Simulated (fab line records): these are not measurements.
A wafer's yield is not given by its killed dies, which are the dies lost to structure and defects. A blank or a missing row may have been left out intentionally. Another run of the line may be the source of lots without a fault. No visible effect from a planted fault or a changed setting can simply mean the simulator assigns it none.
What tool caused it? | flow gf180mcu | 11 lots, 32 wafers sampled, at 6 steps of a route of 602

WHAT EACH GAUGE READ, for each wafer
GF_V5_BOW_MEAS_05. Usual: V5_BOW typically reads 138 um, with standard deviation 11.
lot  | measured     | on            | V5_BOW (um) | flag
L590 | day 27 11:41 | film_metro-04 | 130 134 136 |
L593 | day 28 11:44 | film_metro-03 | 133 123 131 |
L594 | day 28 14:43 | film_metro-02 | 126 135 132 |
L595 | day 29 01:38 | film_metro-04 | 160 174 163 |
L600 | day 30 12:10 | film_metro-04 | 127 122     |
L601 | day 30 15:48 | film_metro-04 | 142 132 127 |
L602 | day 31 01:43 | film_metro-02 | 129 129 117 |
L603 | day 31 05:55 | film_metro-03 | 123 118 138 |
L608 | day 32 10:30 | film_metro-04 | 142 145 144 |
L609 | day 32 17:37 | film_metro-02 | 147 139 147 |
L610 | day 32 18:47 | film_metro-02 | 156 140 164 |

GF_TOP_METAL_RS_MEAS_05: measures by four-point-probe. Usual: TOP_METAL_ALCU_RS typically reads 0.0329 ohm/sq, with standard deviation 0.00031.
lot  | measured     | on            | TOP_METAL_ALCU_RS (ohm/sq)                | flag
L590 | day 28 08:53 | film_metro-03 | 0.0333 0.0330 0.0334                      |
L593 | day 29 08:19 | film_metro-03 | 0.0326 0.0327 0.0325                      |
L594 | day 29 11:16 | film_metro-01 | 0.0325 0.0327 0.0325                      |
L595 | day 29 22:25 | film_metro-01 | 0.0328 0.0331 0.0329                      |
L600 | day 31 04:22 | film_metro-03 | 0.0317 0.0325                             |
L601 | day 31 11:02 | film_metro-04 | 0.0330 0.0332 0.0336                      |
L602 | day 31 18:40 | film_metro-01 | 0.0314 0.0326 0.0324 0.0314 0.0325 0.0325 |
L603 | day 32 01:19 | film_metro-03 | 0.0329 0.0327 0.0325                      |
L608 | day 33 04:34 | film_metro-04 | 0.0327 0.0326 0.0328                      |
L609 | day 33 11:31 | film_metro-03 | 0.0327 0.0330 0.0326                      |
L610 | day 33 12:21 | film_metro-04 | 0.0328 0.0330 0.0328                      |

GF_TOP_METAL_THK_MEAS_06: measures by xrf. Usual: TOP_METAL_ALCU_THK typically reads 899 nm, with standard deviation 9.
lot  | measured     | on            | TOP_METAL_ALCU_THK (nm) | flag
L590 | day 28 09:01 | film_metro-03 | 887 896 879             |
L593 | day 29 08:26 | film_metro-03 | 898 908 912             |
L594 | day 29 11:23 | film_metro-01 | 915 908 917             |
L595 | day 29 22:31 | film_metro-01 | 907 899 910             |
L600 | day 31 04:28 | film_metro-03 | 926 902                 |
L601 | day 31 11:10 | film_metro-04 | 896 894 888             |
L602 | day 31 21:32 | film_metro-01 | 944 911 918 951 915 915 |
L603 | day 32 01:26 | film_metro-03 | 897 897 902             |
L608 | day 33 04:40 | film_metro-04 | 899 909 908             |
L609 | day 33 11:37 | film_metro-03 | 895 891 907             |
L610 | day 33 12:28 | film_metro-04 | 902 899 903             |

TOOL THAT RAN EACH LOT (tool first, then ch and the chambers of the sampled wafers, then the start)
lot  | GF_M5_PEB_05                                 | GF_V5_ETCH_16                      | GF_TOP_METAL_SPUTTER_02
L590 | litho_track-01 ch 0, day 27 11:41 or earlier | rie_diel-01 ch 2,3, day 28 07:13   | pvd_sputter-04, day 28 08:48
L593 | litho_track-04 ch 0, day 28 11:44 or earlier | rie_diel-03 ch 0,2,3, day 29 06:43 | pvd_sputter-03, day 29 08:13
L594 | litho_track-04 ch 0, day 28 14:43 or earlier | rie_diel-02 ch 0,1, day 29 09:39   | pvd_sputter-04, day 29 11:10
L595 | litho_track-02 ch 0, day 29 01:38 or earlier | rie_diel-02 ch 0,2,3, day 29 20:38 | pvd_sputter-03, day 29 22:17
L600 | litho_track-01 ch 0, day 30 12:10 or earlier | rie_diel-03 ch 3, day 31 02:41     | pvd_sputter-04, day 31 04:14
L601 | litho_track-02 ch 0, day 30 15:48 or earlier | rie_diel-02 ch 2,3, day 31 09:26   | pvd_sputter-03, day 31 10:57
L602 | litho_track-04 ch 0, day 31 01:43 or earlier | rie_diel-01 ch 1,2, day 31 17:02   | pvd_sputter-04, day 31 18:32
L603 | litho_track-01 ch 0, day 31 05:55 or earlier | rie_diel-01 ch 1,2,3, day 31 23:32 | pvd_sputter-03, day 32 01:13
L608 | litho_track-04 ch 0, day 32 10:30 or earlier | rie_diel-03 ch 2,3, day 33 02:56   | pvd_sputter-03, day 33 04:27
L609 | litho_track-01 ch 0, day 32 17:37 or earlier | rie_diel-02 ch 1,2, day 33 09:41   | pvd_sputter-02, day 33 11:24
L610 | litho_track-04 ch 0, day 32 18:47 or earlier | rie_diel-02 ch 0,1,3, day 33 10:44 | pvd_sputter-03, day 33 12:14
- GF_M5_PEB_05: peb time 91.37 s.
- GF_V5_ETCH_16: etches BARC in N2/H2.
- GF_TOP_METAL_SPUTTER_02: material AlCu, target thk 900 nm, time 47.82 s.

AS READ BY THE TOOLS THEMSELVES (means over the sampled wafers that have a number; for cases with no such wafer, the mark the record gives instead)
GF_M5_PEB_05. Usual: plate_sensor_t_centre_C 136.13 C, standard deviation 0.01; plate_sensor_t_edge_C 136.29 C, standard deviation 0.01.
lot  | tool           | plate_sensor_t_centre_C (C) | plate_sensor_t_edge_C (C) | flag
L590 | litho_track-01 | 136.13                      | 136.30                    |
L593 | litho_track-04 | 136.13                      | 136.29                    |
L594 | litho_track-04 | 136.13                      | 136.28                    |
L595 | litho_track-02 | 136.12                      | 136.30                    |
L600 | litho_track-01 | 136.13                      | 136.28                    |
L601 | litho_track-02 | 136.12                      | 136.30                    |
L602 | litho_track-04 | 136.13                      | 136.31                    |
L603 | litho_track-01 | 136.13                      | 136.30                    |
L608 | litho_track-04 | 136.13                      | 136.29                    |
L609 | litho_track-01 | 136.13                      | 136.30                    |
L610 | litho_track-04 | 136.13                      | 136.29                    |

GF_V5_ETCH_16. Usual: bias_w 99.99 W, standard deviation 0.3; drypump_motor_current_A 5.8 A, standard deviation 0.44; oes_product_au 0.855 a.u., standard deviation 0.0049; rf_fwd_power_W 493.9 W, standard deviation 2.6; throttle_valve_pct 13.224 %, standard deviation 0.0091.
lot  | tool        | bias_w (W) | drypump_motor_current_A (A) | oes_product_au (a.u.) | rf_fwd_power_W (W) | throttle_valve_pct (%) | flag
L590 | rie_diel-01 | 100.14     | 5.6                         | 0.853                 | 492.4              | 13.225                 |
L593 | rie_diel-03 | 99.87      | 5.9                         | 0.853                 | 495.7              | 13.222                 |
L594 | rie_diel-02 | 99.84      | 5.7                         | 0.857                 | 494.7              | 13.224                 |
L595 | rie_diel-02 | 99.83      | 5.9                         | 0.850                 | 493.4              | 13.233                 |
L600 | rie_diel-03 | 100.09     | 5.5                         | 0.855                 | 496.0              | 13.220                 |
L601 | rie_diel-02 | 99.61      | 6.2                         | 0.855                 | 493.5              | 13.217                 |
L602 | rie_diel-01 | 100.04     | 5.8                         | 0.850                 | 491.7              | 13.218                 |
L603 | rie_diel-01 | 99.92      | 5.7                         | 0.857                 | 491.9              | 13.220                 |
L608 | rie_diel-03 | 99.88      | 5.9                         | 0.857                 | 497.8              | 13.218                 |
L609 | rie_diel-02 | 100.00     | 6.1                         | 0.855                 | 491.8              | 13.227                 |
L610 | rie_diel-02 | 100.12     | 5.9                         | 0.855                 | 494.0              | 13.218                 |

GF_TOP_METAL_SPUTTER_02. Usual: chamber_pressure_pa 0.3001 Pa, standard deviation 0.00059; throttle_valve_pct 30.1 %, standard deviation 1.1.
lot  | tool           | chamber_pressure_pa (Pa) | throttle_valve_pct (%) | flag
L590 | pvd_sputter-04 | 0.3004                   | 30.3                   |
L593 | pvd_sputter-03 | 0.2998                   | 30.3                   |
L594 | pvd_sputter-04 | 0.3005                   | 30.5                   |
L595 | pvd_sputter-03 | 0.3001                   | 29.6                   |
L600 | pvd_sputter-04 | 0.3009                   | 30.6                   |
L601 | pvd_sputter-03 | 0.3001                   | 29.8                   |
L602 | pvd_sputter-04 | 0.3002                   | 30.0                   |
L603 | pvd_sputter-03 | 0.3002                   | 30.4                   |
L608 | pvd_sputter-03 | 0.3003                   | 29.8                   |
L609 | pvd_sputter-02 | 0.2999                   | 30.1                   |
L610 | pvd_sputter-03 | 0.3008                   | 29.0                   |

THE ANSWER, worked out from the rows above alone
Rule: a lot counts as off when the mean over its wafers that have a number is more than 3 standard deviations away from the usual mean. A lot without any number at a reading at which 4 lots or more have one is off too. Where the step has rows for the other lots, those lots are counted as sound. First the gauges in route order, then the tools' own readings, where a lot's mean is used as printed above. The first step at which some lot is off is used, and at that step the reading that is off furthest; a lot without a number counts as furthest.
No lot is off at any reading shown: from this, nothing can be told.

WHAT THE SIMULATOR HAD INSERTED
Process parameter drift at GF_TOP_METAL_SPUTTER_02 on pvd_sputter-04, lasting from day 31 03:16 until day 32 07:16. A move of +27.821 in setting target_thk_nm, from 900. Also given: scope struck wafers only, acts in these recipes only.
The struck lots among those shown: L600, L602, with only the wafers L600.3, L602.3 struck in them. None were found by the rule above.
